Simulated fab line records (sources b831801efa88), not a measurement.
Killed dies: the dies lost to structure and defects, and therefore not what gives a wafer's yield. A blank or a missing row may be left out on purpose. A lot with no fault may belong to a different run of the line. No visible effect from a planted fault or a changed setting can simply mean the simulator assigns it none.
A lot that was struck, set against a sound lot ; flow gf180mcu ; 13 out of 602 route steps
Sound: these wafers, L997.2, L997.3, L997.6. Wafers struck: L999.1, L999.3, L999.5. The cause comes at the end.
Per side, at each step with rows, come the tool, then ch with its chambers, and then its first start. Under that, the readings that differ: sound wafers ; struck wafers ; difference of the means ; sigmas: that difference in standard deviations of wafers without a fault.
alike: readings with means less than 2 such deviations apart, plus words and numbers identical on both sides. not compared: withheld readings, readings lacking a value on some wafer, bounds such as >300 that could conceal the same value, and numbers that have no deviation in the record and whose values overlap.
A row with sigmas, a row that says differs or no value, or rows on one side alone: a step with any of these is where the two part. Non-overlapping numbers with no deviation appear without sigmas and do not part them. A reading that every wafer of one side lacks parts them only if that side has two wafers or more.

first, 6 steps without rows for these wafers: GF_POLY_GATE_COAT_04; GF_POLY_GATE_COAT_05 (resist thk 700 nm); GF_POLY_GATE_SOFTBAKE_06 (time 60 s); GF_POLY_GATE_EXPOSE_07 (exposes mask Poly2, target cd 280 nm); GF_POLY_GATE_PEB_08 (peb time 90 s); GF_POLY_GATE_DEVELOP_09 (develop time 60 s).
GF_POLY_GATE_CD_MEAS_10 targets a cd of 280 nm.
  sound on cdSem-02, day 13 08:14; struck on cdSem-01, day 13 19:49
  alike: cdNm
GF_POLY_GATE_OVL_MEAS_11:
  sound on overlay-01, day 13 08:20; struck on overlay-01, day 13 19:56
  alike: POLY_GATE_OVL
GF_POLY_GATE_ETCH_12: etches BARC in N2/H2.
  sound on rieDiel-03 ch 1,2,3, day 13 08:22; struck on rieDiel-04 ch 0,2, day 13 19:58
  alike: drypumpMotorCurrentA, oesProductAu, throttleValvePct
GF_POLY_GATE_ETCH_13: etches poly-Si in HBr/Cl2, stops on SiO2, target depth 198.5 nm, time 69.6 s.
  sound on rieSi-02 ch 1,2,3, day 13 08:25; struck on rieSi-02 ch 0,2,3, day 13 20:01
  alike: drypumpMotorCurrentA, oesProductAu, throttleValvePct
  not compared: rfHoursCounterH
GF_POLY_GATE_STRIP_14: strips in O2/N2.
  sound on plasmaAsher-04 ch 0, day 13 08:28; struck on plasmaAsher-01 ch 1, day 13 20:04
  alike: drypumpMotorCurrentA, heaterPowerW, oesProductAu
  not compared: rfHoursCounterH
then, 1 step without rows for these wafers: GF_POLY_GATE_CLEAN_15 (cleans in SC1/SC2, time 150 s).
GF_POLY_GATE_OXIDATION_16: stabilise 600 s, purge 300 s, target thk 4 nm.
  struck on furnace-01, day 13 23:32; sound on furnace-01 ch 0, day 13 12:29
  no value came back on the struck wafers for any of 5 readings (oxTempC (C), oxTempCMax and others); on the sound wafers oxTempC (C) reads 850.7 849.9 850.0

WHERE THEY PART
Only at GF_POLY_GATE_OXIDATION_16, as far as this record shows.

WHY: the cause the simulator had injected
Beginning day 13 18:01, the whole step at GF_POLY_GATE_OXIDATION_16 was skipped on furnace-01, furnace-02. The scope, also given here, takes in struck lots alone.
